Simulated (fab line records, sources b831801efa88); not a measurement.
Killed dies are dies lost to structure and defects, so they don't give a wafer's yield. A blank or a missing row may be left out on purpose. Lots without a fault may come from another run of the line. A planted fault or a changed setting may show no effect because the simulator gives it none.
Which tool did it? | flow gf180mcu | 12 lots, 35 wafers sampled, at 4 steps of a route of 602

WHAT THE GAUGES READ, wafer by wafer
GF_PSD_OVL_MEAS_08. Usual: PSD_OVL 1.1 nm, standard deviation 1.4.
lot  | measured     | on         | PSD_OVL (nm)   | flag
L299 | day 14 05:14 | overlay-01 | 2.3 1.3 1.4    |
L300 | day 14 09:07 | overlay-01 | 0.5 1.4 -0.3   |
L301 | day 14 17:29 | overlay-02 | 2.1 2.9 2.2    |
L302 | day 15 05:59 | overlay-01 | 1.5 1.1 0.7    |
L303 | day 15 06:59 | overlay-01 | 2.9 2.0 1.6    |
L304 | day 15 20:13 | overlay-01 | 3.7 1.9 2.8    |
L305 | day 16 05:17 | overlay-02 | 1.7 1.0 2.3    |
L306 | day 16 11:59 | overlay-02 | 1.9 1.9 1.9    |
L313 | day 19 06:54 | overlay-01 | 1.4 2.2        |
L319 | day 21 03:37 | overlay-02 | 2.2 2.8 1.7    |
L321 | day 21 18:18 | overlay-01 | -0.4 -1.6 -1.2 |
L322 | day 22 00:14 | overlay-02 | 0.1 -0.6 -0.4  |

GF_CONTACT_BOW_MEAS_05. Usual: CONTACT_BOW 65 um, standard deviation 7.2.
lot  | measured     | on            | CONTACT_BOW (um) | flag
L299 | day 15 04:33 | film_metro-01 | 71 69 67         |
L300 | day 15 09:05 | film_metro-02 | 63 64 71         |
L301 | day 15 17:43 | film_metro-02 | 68 69 57         |
L302 | day 16 06:24 | film_metro-01 | 57 62 63         |
L303 | day 16 07:17 | film_metro-04 | 63 76 60         |
L304 | day 16 20:25 | film_metro-04 | 66 57 76         |
L305 | day 17 06:17 | film_metro-04 | 71 57 63         |
L306 | day 17 13:10 | film_metro-02 | 75 60 65         |
L313 | day 20 08:16 | film_metro-04 | 61 55            |
L319 | day 22 05:01 | film_metro-01 | 66 73 75         |
L321 | day 22 19:49 | film_metro-04 | 69 64 68         |
L322 | day 23 01:01 | film_metro-01 | 71 70 59         |

GF_V4_THK_MEAS_01. Usual: V4_CVD_00_THK 602 nm, standard deviation 5.6.
lot  | measured     | on            | V4_CVD_00_THK (nm) | flag
L299 | day 23 08:50 | film_metro-02 | 616 610 617        |
L300 | day 23 13:58 | film_metro-02 | 602 595 605        |
L301 | day 23 20:40 | film_metro-01 | 602 598 599        |
L302 | day 24 11:23 | film_metro-02 | 604 606 608        |
L303 | day 24 12:35 | film_metro-02 | 602 603 603        |
L304 | day 25 01:32 | film_metro-02 | 609 599 605        |
L305 | day 25 10:32 | film_metro-01 | 602 608 607        |
L306 | day 25 16:34 | film_metro-04 | 590 595 585        |
L313 | day 28 04:55 | film_metro-01 | 604 607            |
L319 | day 29 16:38 | film_metro-04 | 600 589 596        |
L321 | day 30 05:43 | film_metro-02 | 592 601 598        |
L322 | day 30 10:17 | film_metro-02 | 605 599 591        |

WHICH TOOL RAN EACH LOT (tool, then ch and the chambers of the sampled wafers, then the start)
lot  | GF_M3_SOFTBAKE_10
L299 | litho_track-04 ch 0, day 20 19:22
L300 | litho_track-03 ch 0, day 21 01:16
L301 | litho_track-02 ch 0, day 21 08:01
L302 | litho_track-02 ch 0, day 21 23:32
L303 | litho_track-02 ch 0, day 22 00:07
L304 | litho_track-04 ch 0, day 22 12:52
L305 | litho_track-03 ch 0, day 22 23:01
L306 | litho_track-02 ch 0, day 23 04:44
L313 | litho_track-03 ch 0, day 25 20:26
L319 | litho_track-04 ch 0, day 27 13:27
L321 | litho_track-04 ch 0, day 28 01:39
L322 | litho_track-03 ch 0, day 28 07:20
- GF_M3_SOFTBAKE_10: time 60 s.

WHAT THE TOOLS THEMSELVES READ (means of the sampled wafers that have a number; where no wafer has one, the mark that the record gives instead)
GF_M3_SOFTBAKE_10. Usual: heater_power_total_W 93.04 W, standard deviation 0.065; run_length_s 89.14 s, standard deviation 0.15.
lot  | tool           | heater_power_total_W (W) | run_length_s (s) | flag
L299 | litho_track-04 | 93.04                    | 89.27            |
L300 | litho_track-03 | 93.07                    | 89.10            |
L301 | litho_track-02 | 93.12                    | 88.96            |
L302 | litho_track-02 | 92.99                    | 89.00            |
L303 | litho_track-02 | 93.04                    | 89.01            |
L304 | litho_track-04 | 93.07                    | 89.13            |
L305 | litho_track-03 | 93.00                    | 89.26            |
L306 | litho_track-02 | 93.04                    | 89.10            |
L313 | litho_track-03 | 94.00                    | 87.42            | OFF
L319 | litho_track-04 | 93.02                    | 89.25            |
L321 | litho_track-04 | 93.04                    | 89.37            |
L322 | litho_track-03 | 93.05                    | 89.17            |

THE ANSWER, worked out from the rows above alone
Rule: a lot is off if the mean of its wafers that have a number lies more than 3 standard deviations from the usual mean. A lot without any number at a reading at which 4 lots or more have one is off too. The other lots that the step has rows for count as sound. The gauges are gone through in route order, then the tools' own readings, and for those a lot's mean is taken as printed above. The first step at which some lot is off is used, and at that step the reading that is off furthest; a lot without a number counts as furthest.
Off: L313, at GF_M3_SOFTBAKE_10 (heater_power_total_W).
A tool fits if, at that step or a process step before it, it ran every lot that is off, and no sound lot after the first of them. None of those tried fits.

WHAT THE SIMULATOR HAD PUT IN
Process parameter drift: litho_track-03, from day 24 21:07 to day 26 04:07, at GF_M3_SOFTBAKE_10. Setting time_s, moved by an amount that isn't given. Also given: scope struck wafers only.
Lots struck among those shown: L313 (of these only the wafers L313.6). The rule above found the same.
